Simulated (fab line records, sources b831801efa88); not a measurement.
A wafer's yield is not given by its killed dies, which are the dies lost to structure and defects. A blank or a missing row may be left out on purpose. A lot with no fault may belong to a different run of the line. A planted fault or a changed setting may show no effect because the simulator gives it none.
fab line records	flow sfq_line
record lots=5	wafers=23
route steps=325 shown M2@96 I2@107 M3@123 I3@137 M4@152 I4@164 JJ@180
start_h: start of the lot's first displayed wafer, in hours after the record's first day	wait_h: hours since the lot's step before	" repeats the value in the row above	L1.1+2: one row covering several wafers at once	- no value, or no start was given	* or withheld: withheld	< > ~ a bound
route shown NAME@n: names a module that has steps shown in the file, with the first one's number in the route	usual: mean/standard deviation taken from wafers without a fault	same: alike in all rows	chamber/n: place in a boat	sites: readings site by site	_std_site: their standard deviation	_edge_site: the outer-site mean with the inner-site mean subtracted	radius_mm: how far each site lies from the wafer's centre	mask NAME#n: copy n	behind: the most recent tool/chamber to have shaped the wafer	hold: what put the lot on hold/how long, in hours/how the hold closed	device: names the non-switching transistor (n, p or np)	end of line: the route-end tests of the same wafers	a step given without rows: its recipe and nothing more	killed: count of dies lost to structure and defects at first sort (not the wafer's yield)	map: the dies of a wafer, with x for killed, . for not killed, _ for no die there
set.NAME: the run value of the setting; set.NAME@STEP: its run value at that earlier step	model.NAME: the simulator's own value behind a step, which no gauge read
lots run with intentionally changed settings; tables by step, rows by wafer
## steps
# step SFQ_TRILAYER_M2_LITHO_PEB_060
# recipe peb_temp_c=115	peb_time_s=60	resist=KrF
lot.wafer	tool	chamber	start_h	wait_h	set.peb_time_s
L074.1+2+4	litho_track-03	0	552.50	1.0	66.79
L074.3+5	"	0	"	"	60
L075.1+3+4	litho_track-04	0	583.83	1.0	52.2
L075.2+6	"	0	"	"	60
L076.3+4+6	litho_track-04	0	594.68	0.7	60
L081.1+2+3+4+6	litho_track-04	0	662.79	1.0	60
L084.1+3+4	litho_track-04	0	709.18	1.0	60
L084.2+5	"	0	"	"	53.52
# step SFQ_TRILAYER_M2_LITHO_DEVELOP_059
# recipe time_s=60	resist=KrF
# step SFQ_TRILAYER_M2_BARC_OPEN_METAL_ETCH_077
# recipe mask_material=PR	chemistry=O2	target_depth_nm=125	target=BARC	icp_w=600	bias_w=80	pressure_mtorr=10	time_s=41.7
lot.wafer	tool	chamber	start_h	wait_h	set.resist_thk_nm@TRILAYER_M2_LITHO_COAT_057	set.peb_time_s@TRILAYER_M2_LITHO_PEB_060	model.M2.cd_nm	model.KrF_of_TRILAYER_M2_LITHO_COAT_057.thk_nm
L074.1	rie_metal-04	0	552.84	0.0	600	66.79	483.2	521.6
L074.2	"	1	"	"	600	66.79	484.1	521.9
L074.3	"	0	"	"	600	60	498.7	523.2
L074.4	"	1	"	"	600	66.79	485.6	520.9
L074.5	"	1	"	"	600	60	497.7	519.6
L075.1	rie_metal-04	0	584.17	0.0	600	52.2	517.2	523
L075.2	"	1	"	"	600	60	498.1	520.6
L075.3	"	1	"	"	600	52.2	518.3	522.6
L075.4	"	0	"	"	600	52.2	517.5	523.5
L075.6	"	0	"	"	600	60	496.6	521.7
L076.3	rie_metal-04	1	594.99	0.0	600	60	500.3	524.7
L076.4	"	0	"	"	600	60	499.9	525.7
L076.6	"	0	"	"	600	60	499.6	524.8
L081.1	rie_metal-03	0	663.13	0.0	600	60	502.3	522
L081.2	"	1	"	"	567.5	60	498.1	490.5
L081.3	"	0	"	"	600	60	502.4	524.2
L081.4	"	1	"	"	567.5	60	498.7	489.8
L081.6	"	1	"	"	567.5	60	500.1	491.2
L084.1	rie_metal-01	1	709.52	0.0	629.8	60	500.6	548
L084.2	"	0	"	"	600	53.52	515.1	522.3
L084.3	"	0	"	"	600	60	499.2	520.3
L084.4	"	1	"	"	629.8	60	499.8	550.1
L084.5	"	0	"	"	629.8	53.52	516	548.6
# step SFQ_TRILAYER_M2_ETCH_METAL_ETCH_060
# recipe target=Nb	stop_on=SiO2	mask_material=PR	chemistry=Cl2/Ar	target_depth_nm=240	icp_w=600	bias_w=80	pressure_mtorr=10	time_s=118.4
lot.wafer	tool	chamber	start_h	wait_h	set.resist_thk_nm@TRILAYER_M2_LITHO_COAT_057	set.peb_time_s@TRILAYER_M2_LITHO_PEB_060	model.M2.cd_nm	model.KrF_of_TRILAYER_M2_LITHO_COAT_057.thk_nm
L074.1	rie_metal-04	0	552.90	0.0	600	66.79	484.8	383.3
L074.2	"	1	"	"	600	66.79	484.4	380.8
L074.3	"	0	"	"	600	60	500.8	383.9
L074.4	"	1	"	"	600	66.79	486.6	380.3
L074.5	"	1	"	"	600	60	498.8	379.1
L075.1	rie_metal-04	0	584.22	0.0	600	52.2	518.7	383.3
L075.2	"	1	"	"	600	60	499.1	379.4
L075.3	"	1	"	"	600	52.2	520	381.7
L075.4	"	0	"	"	600	52.2	519.5	383.4
L075.6	"	0	"	"	600	60	498.6	381.1
L076.3	rie_metal-04	1	595.07	0.1	600	60	502.1	383.3
L076.4	"	0	"	"	600	60	501.4	386.8
L076.6	"	0	"	"	600	60	500.1	385.8
L081.1	rie_metal-03	0	663.18	0.0	600	60	499.9	382.7
L081.2	"	1	"	"	567.5	60	496.2	350.7
L081.3	"	0	"	"	600	60	500	383.3
L081.4	"	1	"	"	567.5	60	497.4	350.1
L081.6	"	1	"	"	567.5	60	497.6	351.1
L084.1	rie_metal-01	1	709.58	0.0	629.8	60	500.9	406.6
L084.2	"	0	"	"	600	53.52	516	384.4
L084.3	"	0	"	"	600	60	500.3	383.1
L084.4	"	1	"	"	629.8	60	499.1	407.9
L084.5	"	0	"	"	629.8	53.52	517.2	410.6
# step SFQ_TRILAYER_I2_VIA_LITHO_COAT_072
# recipe resist=BARC	spin_rpm=3000	resist_thk_nm=62
lot.wafer	tool	chamber	start_h	wait_h	set.resist_thk_nm	model.BARC_of_TRILAYER_I2_VIA_LITHO_COAT_072.thk_nm
L074.1	litho_track-01	0	558.20	1.0	62	62.14
L074.2	"	0	"	"	58.29	58.34
L074.3	"	0	"	"	62	62.07
L074.4	"	0	"	"	58.29	58.55
L074.5	"	0	"	"	58.29	58.66
L075.1	litho_track-04	0	589.52	1.0	62	62.06
L075.2	"	0	"	"	64.05	63.97
L075.3	"	0	"	"	64.05	64.24
L075.4	"	0	"	"	62	61.95
L075.6	"	0	"	"	64.05	64.14
L076.3	litho_track-04	0	600.44	0.7	62	61.68
L076.4	"	0	"	"	62	61.81
L076.6	"	0	"	"	62	61.82
L081.1	litho_track-04	0	669.68	1.0	62	62.04
L081.2+6	"	0	"	"	62	62.07
L081.3+4	"	0	"	"	62	61.89
L084.1	litho_track-02	0	715.05	1.0	62	62.03
L084.2	"	0	"	"	59.72	59.73
L084.3	"	0	"	"	62	62.23
L084.4	"	0	"	"	59.72	59.84
L084.5	"	0	"	"	62	61.77
# step SFQ_TRILAYER_I2_VIA_LITHO_EXPOSE_068
# recipe mask_id=I2	na=0.6	source_shape=conventional	sigma_outer=0.65	target_cd_nm=500	dose_mj=21.3
lot.wafer	tool	chamber	start_h	wait_h	mask	set.dose_mj
L074.1+2+3+4+5	krf_scanner-01	0	-	-	I2#0	21.3
L075.1+2+3+4+6	krf_scanner-01	0	756.62	-	I2#0	21.3
L076.3+4+6	krf_scanner-01	0	766.62	-	I2#0	21.3
L081.1+2+4	krf_scanner-02	0	836.38	-	I2#0	21.95
L081.3+6	"	0	"	"	I2#0	21.3
L084.1+3	krf_scanner-01	0	871.62	-	I2#0	20.19
L084.2+4+5	"	0	"	"	I2#0	21.3
# step SFQ_TRILAYER_I2_VIA_LITHO_PEB_070
# recipe peb_temp_c=115	peb_time_s=60	resist=KrF
# step SFQ_TRILAYER_I2_VIA_LITHO_DEVELOP_069
# recipe time_s=60	resist=KrF
# step SFQ_TRILAYER_I2_VIA_BARC_OPEN_VIA_ETCH_096
# recipe mask_material=PR	chemistry=O2	target_depth_nm=125	target=BARC	source_w=500	bias_w=80	pressure_mtorr=30	time_s=41.7
# usual oes_product_au=0.685/0.0052
lot.wafer	tool	chamber	start_h	wait_h	set.resist_thk_nm@TRILAYER_I2_VIA_LITHO_COAT_072	set.dose_mj@TRILAYER_I2_VIA_LITHO_EXPOSE_068	oes_product_au	model.I2.cd_nm	model.etch.depth_nm
L074.1	rie_diel-02	1	729.02	0.0	62	21.3	0.688	499.5	62.14
L074.2	"	2	"	"	58.29	21.3	0.669	498.8	-
L074.3	"	3	"	"	62	21.3	0.695	500	62.07
L074.4	"	0	"	"	58.29	21.3	0.666	498.9	-
L074.5	"	3	"	"	58.29	21.3	0.669	500.3	-
L075.1	rie_diel-01	0	758.15	0.0	62	21.3	0.687	499.2	62.06
L075.2	"	3	"	"	64.05	21.3	0.694	499.3	63.97
L075.3	"	1	"	"	64.05	21.3	0.697	497	64.24
L075.4	"	2	"	"	62	21.3	0.682	497.4	61.95
L075.6	"	3	"	"	64.05	21.3	0.694	498.7	64.14
L076.3	rie_diel-04	0	767.75	0.0	62	21.3	0.688	503.1	61.68
L076.4	"	2	"	"	62	21.3	0.692	503.9	61.81
L076.6	"	0	"	"	62	21.3	0.685	503.8	61.82
L081.1	rie_diel-01	1	837.91	0.0	62	21.95	0.682	503.7	62.04
L081.2	"	0	"	"	62	21.95	0.679	506.4	-
L081.3	"	2	"	"	62	21.3	0.672	502.3	61.89
L081.4	"	2	"	"	62	21.95	0.673	505.6	-
L081.6	"	1	"	"	62	21.3	0.689	498.7	-
L084.1	rie_diel-02	0	873.16	0.0	62	20.19	0.689	490.2	62.03
L084.2	"	1	"	"	59.72	21.3	0.675	498.9	59.73
L084.3	"	3	"	"	62	20.19	0.684	490.8	62.23
L084.4	"	2	"	"	59.72	21.3	0.674	499.1	59.84
L084.5	"	3	"	"	62	21.3	0.691	499.8	61.77
# step SFQ_TRILAYER_M3_LITHO_COAT_075
# recipe resist=KrF	spin_rpm=3000	resist_thk_nm=600
lot.wafer	tool	chamber	start_h	wait_h	set.resist_thk_nm	model.KrF_of_TRILAYER_M3_LITHO_COAT_075.thk_nm
L074.1	litho_track-03	0	730.55	0.2	600	601.3
L074.2	"	0	"	"	624.3	625.2
L074.3	"	0	"	"	600	599.5
L074.4	"	0	"	"	600	599.8
L074.5	"	0	"	"	624.3	627.3
L075.1	litho_track-04	0	759.68	0.2	573.3	570.7
L075.2	"	0	"	"	600	597.7
L075.3	"	0	"	"	600	598.7
L075.4	"	0	"	"	600	598.8
L075.6	"	0	"	"	573.3	571.8
L076.3	litho_track-02	0	769.40	0.2	600	599.3
L076.4	"	0	"	"	600	599
L076.6	"	0	"	"	600	598.8
L081.1	litho_track-03	0	840.04	0.2	600	600.4
L081.2	"	0	"	"	600	599
L081.3	"	0	"	"	581.1	581.9
L081.4	"	0	"	"	581.1	581.5
L081.6	"	0	"	"	600	599.6
L084.1	litho_track-03	0	874.68	0.2	600	602.9
L084.2	"	0	"	"	600	599.8
L084.3+5	"	0	"	"	634.2	634.6
L084.4	"	0	"	"	634.2	634.2
# step SFQ_TRILAYER_I3_VIA_LITHO_COAT_090
# recipe resist=BARC	spin_rpm=3000	resist_thk_nm=62
lot.wafer	tool	chamber	start_h	wait_h	set.spin_rpm	model.BARC_of_TRILAYER_I3_VIA_LITHO_COAT_090.thk_nm
L074.1	litho_track-03	0	758.10	1.0	3177	60.51
L074.2	"	0	"	"	3000	62.25
L074.3	"	0	"	"	3000	62
L074.4	"	0	"	"	3177	60.29
L074.5	"	0	"	"	3177	60.37
L075.1	litho_track-01	0	768.17	1.0	3164	60.31
L075.2	"	0	"	"	3164	60.16
L075.3	"	0	"	"	3164	60.17
L075.4	"	0	"	"	3000	61.56
L075.6	"	0	"	"	3000	61.71
L076.3	litho_track-03	0	776.74	0.7	3000	61.87
L076.4	"	0	"	"	3000	62
L076.6	"	0	"	"	3000	61.8
L081.1	litho_track-03	0	848.31	1.0	3000	62.06
L081.2	"	0	"	"	3000	62.17
L081.3	"	0	"	"	2782	64.5
L081.4	"	0	"	"	2782	64.45
L081.6	"	0	"	"	2782	64.38
L084.1	litho_track-03	0	911.71	1.0	3000	61.79
L084.2	"	0	"	"	2939	62.57
L084.3	"	0	"	"	2939	62.67
L084.4	"	0	"	"	3000	61.86
L084.5	"	0	"	"	2939	62.44
# step SFQ_TRILAYER_I3_VIA_LITHO_EXPOSE_086
# recipe mask_id=I3	na=0.6	source_shape=conventional	sigma_outer=0.65	target_cd_nm=500	dose_mj=21.3
lot.wafer	tool	chamber	start_h	wait_h	mask	set.dose_mj
L074.1+2+4	krf_scanner-02	0	902.50	-	I3#0	21.3
L074.3+5	"	0	"	"	I3#0	20.84
L075.1+2+6	krf_scanner-01	0	910.65	-	I3#0	21.3
L075.3+4	"	0	"	"	I3#0	22.03
L076.3+4+6	krf_scanner-01	0	915.85	-	I3#0	21.3
L081.1+3+4	krf_scanner-01	0	979.57	-	I3#0	21.3
L081.2+6	"	0	"	"	I3#0	21.97
L084.1+2+3	krf_scanner-02	0	1040.68	-	I3#0	21.78
L084.4+5	"	0	"	"	I3#0	21.3
# step SFQ_TRILAYER_M4_LITHO_COAT_098
# recipe resist=BARC	spin_rpm=3000	resist_thk_nm=62
lot.wafer	tool	chamber	start_h	wait_h	set.resist_thk_nm	model.BARC_of_TRILAYER_M4_LITHO_COAT_098.thk_nm
L074.1	litho_track-03	0	905.27	0.1	63.29	62.99
L074.2	"	0	"	"	62	61.76
L074.3	"	0	"	"	63.29	63.2
L074.4	"	0	"	"	62	61.84
L074.5	"	0	"	"	62	61.91
L075.1	litho_track-04	0	913.41	0.1	62	62.27
L075.2+3	"	0	"	"	62.93	63.15
L075.4	"	0	"	"	62	62.26
L075.6	"	0	"	"	62	62.14
L076.3	litho_track-04	0	918.31	0.1	62	61.92
L076.4	"	0	"	"	62	61.96
L076.6	"	0	"	"	62	62.04
L081.1	litho_track-01	0	982.33	0.1	62	62.01
L081.2	"	0	"	"	62	61.85
L081.3	"	0	"	"	62	61.79
L081.4	"	0	"	"	62	62.04
L081.6	"	0	"	"	62	61.86
L084.1	litho_track-04	0	1043.44	0.1	62	61.85
L084.2	"	0	"	"	62	62.02
L084.3	"	0	"	"	60.61	60.78
L084.4	"	0	"	"	60.61	60.61
L084.5	"	0	"	"	62	61.92
# step SFQ_TRILAYER_M4_LITHO_COAT_093
# recipe resist=KrF	spin_rpm=3000	resist_thk_nm=600
# step SFQ_TRILAYER_M4_LITHO_SOFTBAKE_097
# recipe temp_c=withheld	time_s=withheld	resist=KrF
# step SFQ_TRILAYER_M4_LITHO_DEVELOP_095
# recipe time_s=60	resist=KrF
# step SFQ_TRILAYER_M4_BARC_OPEN_METAL_ETCH_123
# recipe mask_material=PR	chemistry=O2	target_depth_nm=125	target=BARC	icp_w=600	bias_w=78.85	pressure_mtorr=10	time_s=41.7
lot.wafer	tool	chamber	start_h	wait_h	set.resist_thk_nm@TRILAYER_M4_LITHO_COAT_098	model.etch.depth_nm
L074.1	rie_metal-04	0	1036.22	0.0	63.29	62.99
L074.2+4+5	"	1,0,0	"	"	62	-
L074.3	"	1	"	"	63.29	63.2
L075.1	rie_metal-01	1	1045.82	0.0	62	62.27
L075.2+3	"	0	"	"	62.93	63.15
L075.4	"	1	"	"	62	62.26
L075.6	"	0	"	"	62	62.14
L076.3	rie_metal-03	1	1053.04	0.0	62	61.92
L076.4	"	0	"	"	62	61.96
L076.6	"	0	"	"	62	62.04
L081.1	rie_metal-04	0	1107.14	0.0	62	62.01
L081.2+4+6	"	1,1,0	"	"	62	-
L081.3	"	0	"	"	62	61.79
L084.1	rie_metal-01	1	1167.39	0.0	62	61.85
L084.2	"	1	"	"	62	62.02
L084.3	"	1	"	"	60.61	60.78
L084.4	"	1	"	"	60.61	60.61
L084.5	"	1	"	"	62	61.92
# step SFQ_TRILAYER_I4_CMP_CMP_100
# recipe material=SiO2	down_force_psi=3	platen_rpm=60	pad_velocity_m_s=0.94248
# usual time_to_endpoint_s=215/6.1
lot.wafer	tool	chamber	start_h	wait_h	set.down_force_psi	time_to_endpoint_s
L074.2	cmp-02	2	1042.23	5.0	3	205
L074.1	"	3	"	"	3	214
L074.4	"	0	"	"	2.623	252
L074.3	"	1	"	"	2.623	254
L074.5	"	3	1044.73	7.5	3	215
L075.1	cmp-02	0	1048.65	1.8	3.281	192
L075.3	"	1	"	"	3.281	192
L075.2	"	2	"	"	3	213
L075.4	"	3	"	"	3	223
L075.6	"	0	"	"	3	211
L076.4	cmp-02	0	1054.05	0.0	3	213
L076.3	"	1	"	"	3	217
L076.6	"	0	1056.05	2.0	3	208
L081.3	cmp-01	0	1110.18	2.0	3.161	204
L081.2	"	1	"	"	3	218
L081.1	"	2	"	"	3	211
L081.4	"	3	"	"	3	223
L081.6	"	0	"	"	3.161	211
L084.4	cmp-01	3	1179.18	10.0	3	226
L084.1	"	0	"	"	3	213
L084.3	"	1	"	"	3.369	186
L084.2	"	2	"	"	3.369	188
L084.5	"	0	1181.68	12.5	3	221
# step SFQ_TRILAYER_I4_VIA_LITHO_PEB_106
# recipe peb_temp_c=115	peb_time_s=60	resist=KrF
lot.wafer	tool	chamber	start_h	wait_h	set.peb_time_s
L074.1+3+4	litho_track-04	0	1170.65	1.0	60
L074.2+5	"	0	"	"	68.35
L075.1+4	litho_track-02	0	1176.65	1.0	60
L075.2+3+6	"	0	"	"	55.02
L076.3+4+6	litho_track-04	0	1181.63	0.7	60
L081.1+2+3+4+6	litho_track-04	0	1237.27	1.0	60
L084.1+5	litho_track-04	0	1298.63	1.0	57.6
L084.2+3+4	"	0	"	"	60
# step SFQ_TRILAYER_I4_VIA_LITHO_DEVELOP_105
# recipe time_s=60	resist=KrF
# step SFQ_TRILAYER_I4_VIA_BARC_OPEN_VIA_ETCH_146
# recipe mask_material=PR	chemistry=O2	target_depth_nm=125	target=BARC	source_w=500	bias_w=80	pressure_mtorr=30	time_s=41.7
lot.wafer	tool	chamber	start_h	wait_h	set.peb_time_s@TRILAYER_I4_VIA_LITHO_PEB_106	model.I4.cd_nm
L074.1	rie_diel-04	1	1170.99	0.0	60	696.4
L074.2	"	2	"	"	68.35	715.5
L074.3	"	0	"	"	60	699.5
L074.4	"	0	"	"	60	699.6
L074.5	"	2	"	"	68.35	716.4
L075.1	rie_diel-03	0	1176.99	0.0	60	698.3
L075.2	"	1	"	"	55.02	686.8
L075.3	"	3	"	"	55.02	687.4
L075.4	"	2	"	"	60	698.5
L075.6	"	2	"	"	55.02	686
L076.3+6	rie_diel-03	0,3	1181.92	0.0	60	702
L076.4	"	1	"	"	60	702.9
L081.1	rie_diel-04	0	1237.61	0.0	60	701.7
L081.2	"	2	"	"	60	702.2
L081.3	"	3	"	"	60	701.9
L081.4	"	1	"	"	60	700.2
L081.6	"	1	"	"	60	701.1
L084.1	rie_diel-02	0	1298.96	0.0	57.6	695.1
L084.2	"	2	"	"	60	700
L084.3	"	1	"	"	60	700.3
L084.4	"	0	"	"	60	701.9
L084.5	"	2	"	"	57.6	692.5
# step SFQ_TRILAYER_I4_VIA_ETCH_VIA_ETCH_106
# recipe target=SiO2	stop_on=Nb	mask_material=PR	taper_deg=20	chemistry=CHF3	target_depth_nm=260	source_w=492.5	bias_w=80	pressure_mtorr=30	time_s=withheld
lot.wafer	tool	chamber	start_h	wait_h	set.peb_time_s@TRILAYER_I4_VIA_LITHO_PEB_106	model.I4.cd_nm
L074.1	rie_diel-04	1	1171.03	0.0	*	694.8
L074.2	"	2	"	"	*	715.3
L074.3	"	0	"	"	*	698.2
L074.4	"	0	"	"	*	698.1
L074.5	"	2	"	"	*	717.2
L075.1+4	rie_diel-03	0,2	1177.03	0.0	*	698
L075.2	"	1	"	"	*	685.7
L075.3	"	3	"	"	*	687.7
L075.6	"	2	"	"	*	687.2
L076.3	rie_diel-03	0	1181.96	0.0	*	702.5
L076.4	"	1	"	"	*	703.2
L076.6	"	3	"	"	*	702.8
L081.1	rie_diel-04	0	1237.65	0.0	*	703.5
L081.2	"	2	"	"	*	703.3
L081.3	"	3	"	"	*	701.6
L081.4	"	1	"	"	*	698
L081.6	"	1	"	"	*	698.5
L084.1	rie_diel-02	0	1299.00	0.0	*	692.3
L084.2	"	2	"	"	*	696.4
L084.3	"	1	"	"	*	698
L084.4	"	0	"	"	*	699.9
L084.5	"	2	"	"	*	690.3
# step SFQ_TRILAYER_JJ_TRILAYER_DEP_SPUTTER_110
# recipe material=Al	base_pressure_pa=1.33e-06	target_thk_nm=8	power_w=500	time_s=10	chamber_pressure_pa=0.4
lot.wafer	tool	chamber	start_h	wait_h	set.chamber_pressure_pa	model.Al_of_TRILAYER_JJ_TRILAYER_DEP_SPUTTER_110.thk_nm
L074.1	pvd_sputter-03	-	1172.62	0.0	0.3413	8.408
L074.2	"	-	"	"	0.3413	8.333
L074.3	"	-	"	"	0.3413	8.454
L074.4	"	-	"	"	0.3413	8.334
L074.5	"	-	"	"	0.3413	8.316
L075.1	pvd_sputter-06	-	1178.02	0.0	0.4383	7.956
L075.2	"	-	"	"	0.4383	8.011
L075.3	"	-	"	"	0.4383	8.018
L075.4	"	-	"	"	0.4383	7.938
L075.6	"	-	"	"	0.4383	7.896
L076.3	pvd_sputter-03	-	1182.94	0.0	0.4	7.978
L076.4	"	-	"	"	0.4	8.045
L076.6	"	-	"	"	0.4	7.936
L081.1	pvd_sputter-03	-	1238.64	0.0	0.3583	8.27
L081.2	"	-	"	"	0.3583	8.198
L081.3	"	-	"	"	0.3583	8.34
L081.4	"	-	"	"	0.3583	8.272
L081.6	"	-	"	"	0.3583	8.225
L084.1	pvd_sputter-03	-	1299.99	0.0	0.4182	8.094
L084.2	"	-	"	"	0.4182	8.116
L084.3	"	-	"	"	0.4182	8.046
L084.4	"	-	"	"	0.4182	8.161
L084.5	"	-	"	"	0.4182	8.073
# step SFQ_TRILAYER_JJ_CE_LITHO_PEB_117
# recipe peb_temp_c=115	peb_time_s=60	resist=KrF
lot.wafer	tool	chamber	start_h	wait_h	set.peb_temp_c
L074.1+5	litho_track-02	0	1289.03	1.0	117.6
L074.2+3+4	"	0	"	"	115
L075.1+2+3	litho_track-04	0	1295.03	1.0	117.6
L075.4+6	"	0	"	"	115
L076.3+4+6	litho_track-02	0	1299.88	0.7	115
L081.1+4+6	litho_track-03	0	1350.03	1.0	115
L081.2+3	"	0	"	"	116
L084.1+3+5	litho_track-03	0	1404.77	1.0	115
L084.2+4	"	0	"	"	118.2
# step SFQ_TRILAYER_JJ_CE_LITHO_DEVELOP_116
# recipe time_s=60	resist=KrF
# step SFQ_TRILAYER_JJ_CE_METRO_MEASURE_117
# usual cd_nm=699.6/1.4
lot.wafer	tool	chamber	start_h	wait_h	set.peb_temp_c@TRILAYER_JJ_CE_LITHO_PEB_117	cd_nm
L074.1	cd_sem-02	-	1289.36	0.0	117.6	655.9
L074.2	"	-	"	"	115	700.1
L074.3	"	-	"	"	115	701.0
L074.4	"	-	"	"	115	700.0
L074.5	"	-	"	"	117.6	656.8
L075.1	cd_sem-01	-	1295.36	0.0	117.6	657.6
L075.2	"	-	"	"	117.6	657.5
L075.3	"	-	"	"	117.6	657.4
L075.4	"	-	"	"	115	701.9
L075.6	"	-	"	"	115	700.8
L076.3	cd_sem-02	-	1300.56	0.4	115	700.9
L076.4	"	-	"	"	115	700.2
L076.6	"	-	"	"	115	699.1
L081.1	cd_sem-01	-	1350.36	0.0	115	697.9
L081.2	"	-	"	"	116	680.9
L081.3	"	-	"	"	116	679.9
L081.4	"	-	"	"	115	696.4
L081.6	"	-	"	"	115	698.0
L084.1	cd_sem-02	-	1405.10	0.0	115	701.7
L084.2	"	-	"	"	118.2	649.9
L084.3	"	-	"	"	115	701.7
L084.4	"	-	"	"	118.2	649.1
L084.5	"	-	"	"	115	701.1
## key
split step=SFQ_TRILAYER_M2_LITHO_PEB_060	setting=peb_time_s	stated=60	by=wafer
response step=SFQ_TRILAYER_M2_BARC_OPEN_METAL_ETCH_077	reading=model.M2.cd_nm	change=-1.43	per=1%	r=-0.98
response step=SFQ_TRILAYER_M2_ETCH_METAL_ETCH_060	reading=model.M2.cd_nm	change=-1.47	per=1%	r=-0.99
split step=SFQ_TRILAYER_I2_VIA_LITHO_COAT_072	setting=resist_thk_nm	stated=62	by=wafer
response step=SFQ_TRILAYER_I2_VIA_LITHO_COAT_072	reading=model.BARC_of_TRILAYER_I2_VIA_LITHO_COAT_072.thk_nm	change=+0.608	per=1%	r=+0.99
response step=SFQ_TRILAYER_I2_VIA_BARC_OPEN_VIA_ETCH_096	reading=oes_product_au	change=+0.00371	per=1%	r=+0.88
response step=SFQ_TRILAYER_I2_VIA_BARC_OPEN_VIA_ETCH_096	reading=model.etch.depth_nm	change=+0.62	per=1%	r=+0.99
split step=SFQ_TRILAYER_I2_VIA_LITHO_EXPOSE_068	setting=dose_mj	stated=21.3	by=wafer
response step=SFQ_TRILAYER_I2_VIA_BARC_OPEN_VIA_ETCH_096	reading=model.I2.cd_nm	change=+1.66	per=1%	r=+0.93
split step=SFQ_TRILAYER_M3_LITHO_COAT_075	setting=resist_thk_nm	stated=600	by=wafer
response step=SFQ_TRILAYER_M3_LITHO_COAT_075	reading=model.KrF_of_TRILAYER_M3_LITHO_COAT_075.thk_nm	change=+6	per=1%	r=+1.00
split step=SFQ_TRILAYER_I3_VIA_LITHO_COAT_090	setting=spin_rpm	stated=3000	by=wafer
response step=SFQ_TRILAYER_I3_VIA_LITHO_COAT_090	reading=model.BARC_of_TRILAYER_I3_VIA_LITHO_COAT_090.thk_nm	change=-0.3	per=1%	r=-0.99
split step=SFQ_TRILAYER_I3_VIA_LITHO_EXPOSE_086	setting=dose_mj	stated=21.3	by=wafer
response none in this file
split step=SFQ_TRILAYER_M4_LITHO_COAT_098	setting=resist_thk_nm	stated=62	by=wafer
response step=SFQ_TRILAYER_M4_LITHO_COAT_098	reading=model.BARC_of_TRILAYER_M4_LITHO_COAT_098.thk_nm	change=+0.584	per=1%	r=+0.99
response step=SFQ_TRILAYER_M4_BARC_OPEN_METAL_ETCH_123	reading=model.etch.depth_nm	change=+0.572	per=1%	r=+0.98
split step=SFQ_TRILAYER_I4_CMP_CMP_100	setting=down_force_psi	stated=3	by=wafer
response step=SFQ_TRILAYER_I4_CMP_CMP_100	reading=time_to_endpoint_s	change=*	per=1%	r=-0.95
split step=SFQ_TRILAYER_I4_VIA_LITHO_PEB_106	setting=peb_time_s	stated=60	by=wafer
response step=SFQ_TRILAYER_I4_VIA_BARC_OPEN_VIA_ETCH_146	reading=model.I4.cd_nm	change=+1.32	per=1%	r=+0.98
response step=SFQ_TRILAYER_I4_VIA_ETCH_VIA_ETCH_106	reading=model.I4.cd_nm	change=+1.39	per=1%	r=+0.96
split step=SFQ_TRILAYER_JJ_TRILAYER_DEP_SPUTTER_110	setting=chamber_pressure_pa	stated=0.4	by=lot
response step=SFQ_TRILAYER_JJ_TRILAYER_DEP_SPUTTER_110	reading=model.Al_of_TRILAYER_JJ_TRILAYER_DEP_SPUTTER_110.thk_nm	change=-0.0156	per=1%	r=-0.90
split step=SFQ_TRILAYER_JJ_CE_LITHO_PEB_117	setting=peb_temp_c	stated=115	by=wafer
response step=SFQ_TRILAYER_JJ_CE_METRO_MEASURE_117	reading=cd_nm	change=-19.1	per=1%	r=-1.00
split outside_this_file step=SFQ_TRILAYER_M2_LITHO_COAT_057 setting=resist_thk_nm
# split outside_this_file: this setting was split too, and the file shows its column; the key of that split is in another file
